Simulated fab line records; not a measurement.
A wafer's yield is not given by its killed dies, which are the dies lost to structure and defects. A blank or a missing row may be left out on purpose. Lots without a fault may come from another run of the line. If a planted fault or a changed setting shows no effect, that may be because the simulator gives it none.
fab line records    flow sfq_line
record lots=7  wafers=21  last_day=91
route steps=325 shown M2@99 I2@103
lots that met no fault: taken from a fault-free run of the same line
start_h: start of the lot's first displayed wafer, in hours after the record's first day    wait_h: hours from the lot's prior step to this one    " unchanged from the row above    L1.1+2: a row that stands for several wafers    - either no value or no given start    * or withheld: withheld    < > ~ a bound
route shown NAME@n: names a module that has steps shown in the file, with the first one's number in the route    usual: mean/standard deviation taken from wafers without a fault    same: alike in all rows    chamber/n: place in a boat    sites: each site's reading    _std_site: their standard deviation    _edge_site: the outer-site mean with the inner-site mean subtracted    radius_mm: for every site, how far away it sits from the centre of the wafer    mask NAME#n: copy n    behind: tool/chamber where the wafer was last shaped    hold: why the lot went on hold/how many hours it stayed there/how the hold came to an end    device: whichever transistor did not switch (one of n, p or np)    end of line: at the end of the route, the tests of the same wafers    for a step that has no rows: nothing shown but its recipe    killed: count of dies lost to structure and defects at first sort (not the wafer's yield)    map: shows each die of a wafer: x if killed, . if not, _ if none is there
set.NAME: the setting that was run; set.NAME@STEP: the one run at that earlier step    model.NAME: the simulator's own value behind a step, which no gauge read
lots at some steps of the route; a table a step, a row a wafer
services: a tool's chamber out of use, with start hour (start_h, from the record's first day; less than 0 if before it), hours out, and reason
## steps
# step SFQ_TRILAYER_M2_BARC_OPEN_METAL_ETCH_077
# recipe mask_material=PR  chemistry=O2  target_depth_nm=125  target=BARC  icp_w=600  bias_w=80  pressure_mtorr=10  time_s=41.7
# usual drypump_motor_current_A=5.5/0.43  oes_product_au=0.685/0.0046
# same time_s=41.7
lot.wafer  tool          chamber  start_h  wait_h  drypump_motor_current_A  oes_product_au  rf_hours_counter_h
L770.2     rie_metal-04  0        757.27   0.0     5.4                      0.677           61
L770.5     "             0        "        "       5.4                      0.683           -
L770.6     "             1        "        "       5.0                      0.686           -
L775.2     rie_metal-02  1        808.18   0.0     4.8                      0.683           12
L775.3     "             0        "        "       5.7                      0.688           -
L775.4     "             1        "        "       4.8                      0.685           -
L782.1     rie_metal-01  0        863.84   0.0     6.0                      0.686           110
L782.5     "             0        "        "       6.0                      0.681           -
L782.6     "             1        "        "       5.8                      0.688           -
L783.1     rie_metal-04  0        865.04   0.0     5.4                      0.679           78
L783.3     "             0        "        "       5.4                      0.673           -
L783.5     "             1        "        "       5.0                      0.691           -
L784.1     rie_metal-01  1        867.44   0.0     5.8                      0.689           67
L784.2     "             0        "        "       6.0                      0.686           111
L784.4     "             0        "        "       6.0                      0.685           -
L787.1     rie_metal-01  0        873.44   0.0     6.0                      0.696           112
L787.4     "             0        "        "       6.0                      0.685           -
L787.6     "             0        "        "       6.0                      0.683           -
L788.2     rie_metal-02  1        928.64   0.0     4.8                      0.685           29
L788.3     "             1        "        "       4.8                      0.685           -
L788.4     "             0        "        "       5.7                      0.684           -
# step SFQ_TRILAYER_M2_ETCH_METAL_ETCH_060
# recipe target=Nb  stop_on=SiO2  mask_material=PR  chemistry=Cl2/Ar  target_depth_nm=240  icp_w=622.4  bias_w=80  pressure_mtorr=10  time_s=120
# usual drypump_motor_current_A=5.5/0.43  oes_product_au=0.893/0.0063
# same time_s=120
lot.wafer  tool          chamber  start_h  wait_h  drypump_motor_current_A  oes_product_au  rf_hours_counter_h
L770.2     rie_metal-04  0        757.33   0.0     5.4                      0.893           61
L770.5     "             0        "        "       5.4                      0.891           -
L770.6     "             1        "        "       4.9                      0.888           -
L775.2     rie_metal-02  1        808.24   0.0     4.8                      0.894           12
L775.3     "             0        "        "       5.7                      0.891           -
L775.4     "             1        "        "       4.8                      0.898           -
L782.1     rie_metal-01  0        863.89   0.0     6.0                      0.895           110
L782.5     "             0        "        "       6.0                      0.892           -
L782.6     "             1        "        "       5.8                      0.891           -
L783.1     rie_metal-04  0        865.09   0.0     5.4                      0.899           78
L783.3     "             0        "        "       5.4                      0.897           -
L783.5     "             1        "        "       4.9                      0.891           -
L784.1     rie_metal-01  1        867.49   0.0     5.8                      0.898           67
L784.2     "             0        "        "       6.0                      0.891           111
L784.4     "             0        "        "       6.0                      0.895           -
L787.1     rie_metal-01  0        873.49   0.0     6.0                      0.884           112
L787.4     "             0        "        "       6.0                      0.898           -
L787.6     "             0        "        "       6.0                      0.891           -
L788.2     rie_metal-02  1        928.69   0.0     4.8                      0.897           29
L788.3     "             1        "        "       4.8                      0.890           -
L788.4     "             0        "        "       5.7                      0.895           -
# step SFQ_TRILAYER_M2_STRIP_STRIP_061
# recipe gas=O2  power_w=200  platen_temp_c=40  overash_fraction=0.65  chemistry=O2  pressure_mtorr=50
# usual drypump_motor_current_A=5.5/0.44  oes_product_au=0.993/0.008
lot.wafer  tool          chamber  start_h  wait_h  drypump_motor_current_A  oes_product_au  rf_hours_counter_h
L770.2     rie_metal-04  0        757.45   0.1     5.4                      0.998           61
L770.5     "             0        "        "       5.4                      0.993           -
L770.6     "             1        "        "       5.0                      0.993           -
L775.2     rie_metal-02  1        808.37   0.1     4.8                      0.980           12
L775.3     "             0        "        "       5.7                      0.993           -
L775.4     "             1        "        "       4.8                      0.989           -
L782.1     rie_metal-01  0        864.02   0.1     6.0                      0.988           111
L782.5     "             0        "        "       6.0                      0.982           -
L782.6     "             1        "        "       5.8                      0.992           -
L783.1     rie_metal-04  0        865.22   0.1     5.4                      0.998           79
L783.3     "             0        "        "       5.4                      1.006           -
L783.5     "             1        "        "       5.0                      0.987           -
L784.1     rie_metal-01  1        867.62   0.1     5.9                      0.996           67
L784.2     "             0        "        "       6.0                      0.994           111
L784.4     "             0        "        "       6.0                      0.987           -
L787.1     rie_metal-01  0        873.62   0.1     6.0                      0.999           112
L787.4     "             0        "        "       6.0                      1.000           -
L787.6     "             0        "        "       6.0                      1.004           -
L788.2     rie_metal-02  1        928.82   0.1     4.8                      0.990           29
L788.3     "             1        "        "       4.8                      0.990           -
L788.4     "             0        "        "       5.7                      0.999           -
# step SFQ_TRILAYER_M2_STRIP_SOLV_CLEAN_062
# recipe chemistry=NMP  temp_c=70  time_s=600
# step SFQ_TRILAYER_I2_DEP_PECVD_063
# recipe material=SiO2  temp_c=150  time_s=111.11  pressure_torr=2.4  rf_w=183.3  precursor=SiH4/N2O  target_thk_nm=500
# usual heater_power_w=87/11  throttle_valve_pct=24.5/1.1
# same time_s=111.11
lot.wafer  tool      chamber  start_h  wait_h  heater_power_w  throttle_valve_pct
L770.2     pecvd-02  1        758.23   0.0     82              23.7
L770.5     "         0        "        "       80              25.7
L770.6     "         2        "        "       80              24.2
L775.2     pecvd-04  1        809.14   0.0     104             22.8
L775.3     "         2        "        "       85              24.4
L775.4     "         0        "        "       93              23.1
L782.1     pecvd-04  1        864.79   0.0     99              23.2
L782.5     "         1        "        "       100             23.0
L782.6     "         2        "        "       84              24.2
L783.1     pecvd-02  1        865.99   0.0     81              23.7
L783.3     "         0        "        "       82              25.7
L783.5     "         0        "        "       87              25.6
L784.1     pecvd-03  0        868.39   0.0     104             26.1
L784.2     "         1        "        "       86              26.3
L784.4     "         0        "        "       107             25.8
L787.1     pecvd-02  0        874.41   0.0     80              25.6
L787.4     "         1        "        "       80              23.9
L787.6     "         2        "        "       81              24.5
L788.2     pecvd-04  1        929.59   0.0     93              23.3
L788.3     "         0        "        "       85              23.6
L788.4     "         0        "        "       86              23.6
# step SFQ_TRILAYER_I2_CMP_CMP_064
# recipe material=SiO2  down_force_psi=3  platen_rpm=60  pad_velocity_m_s=0.94248
# usual motor_current_A=10.3/1.2  slurry_flow_ml_min=150.0/0.45  time_to_endpoint_s=210/8
lot.wafer  tool    chamber  start_h  wait_h  motor_current_A  slurry_flow_ml_min  time_to_endpoint_s
L770.2     cmp-02  1        765.76   7.5     9.8              150.3               199
L770.6     "       1        767.76   9.5     9.6              150.3               209
L770.5     "       2        "        "       8.7              149.5               196
L775.2     cmp-02  1        819.65   10.5    9.9              150.1               200
L775.3     "       2        "        "       8.9              149.7               190
L775.4     "       3        "        "       11.2             150.0               196
L782.1     cmp-02  0        882.65   17.8    9.4              149.3               211
L782.6     "       3        884.15   19.3    11.1             150.0               210
L782.5     "       0        "        "       10.0             148.8               214
L783.1     cmp-02  2        885.65   19.6    8.6              150.5               207
L783.3     "       3        "        "       11.6             149.7               206
L783.5     "       2        887.65   21.6    8.4              149.7               206
L784.1     cmp-01  0        888.59   20.2    11.4             150.6               212
L784.4     "       1        "        "       9.4              149.8               215
L784.2     "       2        "        "       11.2             149.9               208
L787.4     cmp-01  1        897.59   23.1    9.4              149.9               209
L787.1     "       3        898.59   24.1    11.5             150.3               221
L787.6     "       0        "        "       11.9             149.7               212
L788.2     cmp-02  0        945.65   16.0    9.6              150.3               211
L788.3     "       1        "        "       9.6              149.7               204
L788.4     "       2        "        "       8.6              150.2               202
# step SFQ_I2_BOW_MEAS_917
# recipe mode=bow
# usual I2_BOW=2/9.2
lot.wafer  tool           chamber  start_h  wait_h  I2_BOW[um]
L770.2     film_metro-04  -        768.78   2.5     -2
L770.5     "              -        "        "       16
L770.6     "              -        "        "       3
L775.2     film_metro-03  -        822.17   2.0     -16
L775.3     "              -        "        "       -3
L775.4     "              -        "        "       -8
L782.1     film_metro-03  -        885.15   2.0     3
L782.5     "              -        "        "       -20
L782.6     "              -        "        "       -12
L783.1     film_metro-02  -        888.15   2.0     13
L783.3     "              -        "        "       11
L783.5     "              -        "        "       13
L784.1     film_metro-02  -        891.09   2.0     20
L784.2     "              -        "        "       17
L784.4     "              -        "        "       6
L787.1     film_metro-03  -        900.09   1.0     -15
L787.4     "              -        "        "       -10
L787.6     "              -        "        "       -20
L788.2     film_metro-04  -        948.17   2.0     -1
L788.3     "              -        "        "       -17
L788.4     "              -        "        "       -1
# step SFQ_TRILAYER_I2_METRO_MEASURE_065
# step SFQ_TRILAYER_I2_VIA_LITHO_COAT_072
# recipe resist=BARC  spin_rpm=3000  resist_thk_nm=62
# step SFQ_TRILAYER_I2_VIA_LITHO_COAT_067
# recipe resist=KrF  spin_rpm=3000  resist_thk_nm=650
# step SFQ_TRILAYER_I2_VIA_LITHO_SOFTBAKE_071
# recipe temp_c=withheld  time_s=withheld  resist=KrF
# step SFQ_TRILAYER_I2_VIA_LITHO_EXPOSE_068
# recipe mask_id=I2  na=0.6  source_shape=conventional  sigma_outer=0.65  target_cd_nm=500  dose_mj=21.3
# step SFQ_TRILAYER_I2_VIA_LITHO_PEB_070
# recipe peb_temp_c=115  peb_time_s=60  resist=KrF
# usual chill_plate_temp_C=23.00/0.1  exhaust_pa=45.1/0.95
lot.wafer  tool            chamber  start_h  wait_h  chill_plate_temp_C  exhaust_pa
L770.2     litho_track-01  0        906.72   0.8     23.13               46.4
L770.5     "               0        "        "       23.02               46.4
L770.6     "               0        "        "       22.92               45.3
L775.2     litho_track-03  0        953.52   0.8     22.94               46.3
L775.3     "               0        "        "       23.03               46.6
L775.4     "               0        "        "       22.90               47.2
L782.1     litho_track-01  -        1011.66  1.0     -                   -
L782.5     "               -        "        "       -                   -
L782.6     "               -        "        "       -                   -
L783.1     litho_track-04  -        1015.26  1.0     -                   -
L783.3     "               -        "        "       -                   -
L783.5     "               -        "        "       -                   -
L784.1     litho_track-04  -        1016.46  1.0     -                   -
L784.2     "               -        "        "       -                   -
L784.4     "               -        "        "       -                   -
L787.1     litho_track-04  0        1032.31  1.0     23.13               43.9
L787.4     "               0        "        "       23.10               43.7
L787.6     "               0        "        "       22.92               43.0
L788.2     litho_track-01  0        1068.33  0.8     23.07               47.8
L788.3     "               0        "        "       23.10               45.1
L788.4     "               0        "        "       23.16               44.6
# step SFQ_TRILAYER_I2_VIA_LITHO_DEVELOP_069
# recipe time_s=60  resist=KrF
## services
tool          chamber  start_h  hours  kind
rie_metal-04  -        744.92   0.8    repair
cmp-02        -        750.99   4.8    pm
cmp-02        -        752.93   1.6    repair
cmp-02        -        755.76   4.0    pm
pecvd-04      -        782.51   2.8    pm
cmp-02        -        799.37   4.8    repair
pecvd-04      -        805.89   0.9    repair
pecvd-02      -        809.69   0.3    repair
rie_metal-02  0        811.23   11.3   repair
pecvd-02      -        835.11   2.8    pm
pecvd-04      0        835.54   18.7   repair
pecvd-02      -        842.23   0.8    pm
rie_metal-02  1        856.45   21.3   repair
pecvd-04      1        892.97   6.3    repair
rie_metal-04  1        924.16   25.1   repair
rie_metal-02  0        938.66   11.7   repair
cmp-02        -        958.41   1.0    repair
rie_metal-01  -        960.15   1.4    repair
rie_metal-01  -        980.87   1.1    repair
cmp-02        -        995.04   3.4    repair
cmp-02        -        999.57   0.7    repair
cmp-02        -        1027.19  4.0    pm
rie_metal-02  -        1063.43  2.8    pm
rie_metal-04  -        1065.59  0.6    repair
## key
first_sign step=SFQ_TRILAYER_I2_VIA_LITHO_PEB_070  reading=tool_record  direction=missing
effect none on later readings
met_at SFQ_TRILAYER_I2_VIA_LITHO_PEB_070
struck_wafers L782.1,L782.5,L782.6,L783.1,L783.3,L783.5,L784.1,L784.2,L784.4
onset_between 906.72 1011.66
fault kind=skipped_step_whole  tool=litho_track-01,litho_track-04  chamber=-  onset_h=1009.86  steps=SFQ_TRILAYER_I2_VIA_LITHO_PEB_070  scope=struck_lots_only
